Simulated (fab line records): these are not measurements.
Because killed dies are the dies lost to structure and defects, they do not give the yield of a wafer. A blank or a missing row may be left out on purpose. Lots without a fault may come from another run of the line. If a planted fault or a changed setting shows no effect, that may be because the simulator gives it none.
Which tool was responsible? ; flow sky130 ; 21 wafers from 7 lots sampled at 4 of the route's 708 steps

WHAT THE GAUGES SHOWED, per wafer
SKY_POLY_GATE_THK_MEAS_01.
lot;measured;on;POLY_GATE_CVD_00_THK (nm)
L825;day 14 20:20;film-metro-01;179.0 179.9 180.5
L829;day 16 09:10;film-metro-04;182.0 181.6 181.6
L835;day 18 12:29;film-metro-01;179.6 178.2 180.7
L837;day 19 13:31;film-metro-03;181.1 181.2 180.9
L839;day 20 06:07;film-metro-01;180.4 181.8 180.8
L843;day 21 09:53;film-metro-03;178.5 178.2 176.9
L845;day 22 16:47;film-metro-01;179.1 177.1 178.6

EACH LOT AND THE TOOL THAT RAN IT (in order: tool; ch and the chambers of the sampled wafers; start)
lot;SKY_FIELD_ISO_ETCH_17;SKY_NWELL_STRIP_14;SKY_VT_ADJUST_LVTN_PEB_05
L825;rie-si-01 ch 0,1,3, day 2 20:14;plasma-asher-01 ch 0,1, day 5 06:51;litho-track-01, day 7 15:00
L829;rie-si-01 ch 0,1,2, day 3 19:33;plasma-asher-01 ch 0,1, day 6 05:57;litho-track-02 ch 0, day 8 17:00
L835;rie-si-02 ch 0,1,2, day 5 02:29;plasma-asher-01 ch 0,1, day 7 17:47;litho-track-03 ch 0, day 10 08:00
L837;rie-si-01 ch 0,1,2, day 5 10:56;plasma-asher-04 ch 0,1, day 8 09:09;litho-track-03 ch 0, day 11 02:00
L839;rie-si-02 ch 0,2,3, day 5 21:48;plasma-asher-01 ch 0,1, day 8 20:51;litho-track-02 ch 0, day 11 15:00
L843;rie-si-02 ch 1,2,3, day 6 19:33;plasma-asher-01 ch 0,1, day 9 15:58;litho-track-01 ch 0, day 12 15:00
L845;rie-si-02 ch 1,2, day 7 03:59;plasma-asher-04 ch 0,1, day 10 04:07;litho-track-02 ch 0, day 13 04:00
- SKY_FIELD_ISO_ETCH_17: etches Si in HBr/Cl2/O2, target depth 342 nm, time 97.7 s.
- SKY_NWELL_STRIP_14: strips in O2/N2.
- SKY_VT_ADJUST_LVTN_PEB_05

THE ANSWER, worked out from the rows above alone
Rule: the lots themselves supply what counts as usual. The widest of any qualifying gaps counts: lots, ordered by their means at a reading, are off when they make up no more than a third of the lots, leave a main group of 4 or more, and stand apart from it by 3 or more times the standard deviation of that group's means. A main group whose means are all the same, to the digits that the tables above print for the reading, isn't used. A lot without any number at a reading at which 4 lots or more have one is off too. The other lots that the step has rows for count as sound.
Across all readings shown, no lot is off: no conclusion can be drawn from this.

WHAT THE SIMULATOR HAD PUT IN
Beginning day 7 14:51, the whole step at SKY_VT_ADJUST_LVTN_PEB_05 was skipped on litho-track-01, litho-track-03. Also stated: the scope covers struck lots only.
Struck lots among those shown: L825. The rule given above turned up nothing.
